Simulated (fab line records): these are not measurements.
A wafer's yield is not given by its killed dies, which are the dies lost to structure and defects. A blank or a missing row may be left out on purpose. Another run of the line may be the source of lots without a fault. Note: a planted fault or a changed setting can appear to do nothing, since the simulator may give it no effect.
The tool behind it: which one? + flow sky130 + 18 wafers from 6 lots sampled at 2 of the route's 708 steps

== WHAT THE GAUGES SHOWED, per wafer ==
SKY_METAL4_CD_MEAS_13: the cd target is 300 nm.
| lot  | measured     | on       | cdNm (nm)         |
|------|--------------|----------|-------------------|
| L397 | day 42 05:45 | cdSem-01 | 300.2 301.2 301.4 |
| L399 | day 42 11:55 | cdSem-01 | 300.1 301.3 300.0 |
| L401 | day 43 07:31 | cdSem-01 | 299.7 299.7 299.8 |
| L409 | day 45 14:29 | cdSem-01 | 299.3             |
| L412 | day 46 05:32 | cdSem-01 | 299.5 298.5 299.1 |
| L418 | day 47 10:46 | cdSem-02 | 298.4 298.5 299.4 |

== WHICH TOOL RAN EACH LOT (tool, then ch and the chambers of the sampled wafers, then the start) ==
| lot  | SKY_VIA3_CMP_24               |
|------|-------------------------------|
| L397 | cmp-01 ch 0,2, day 40 04:48   |
| L399 | cmp-02 ch 1,2,3, day 40 11:23 |
| L401 | cmp-02 ch 0,2,3, day 41 07:34 |
| L409 | cmp-01 ch 0,1,2, day 43 17:56 |
| L412 | cmp-02 ch 0,1,3, day 44 09:50 |
| L418 | cmp-02 ch 1,2,3, day 45 16:48 |
- SKY_VIA3_CMP_24: polishes, stops on SiO2, t overpolish 20 s, target thk 0 nm.

== THE ANSWER, worked out from the rows above alone ==
Rule: the lots themselves supply what counts as usual. Put in order of their means at a reading, lots are off if they are a third of the lots or fewer, leave a main group of 4 or more, and stand apart from it by a gap of 3 or more times the standard deviation of the main group's means; of several such gaps the widest counts. Not used: any main group whose means are identical at the precision the tables above print for the reading. A lot without any number at a reading at which 4 lots or more have one is off too. Any other lot the step has rows for is counted as sound.
No lot is off on any of the readings shown, so nothing can be concluded from this.

== WHAT THE SIMULATOR HAD PUT IN ==
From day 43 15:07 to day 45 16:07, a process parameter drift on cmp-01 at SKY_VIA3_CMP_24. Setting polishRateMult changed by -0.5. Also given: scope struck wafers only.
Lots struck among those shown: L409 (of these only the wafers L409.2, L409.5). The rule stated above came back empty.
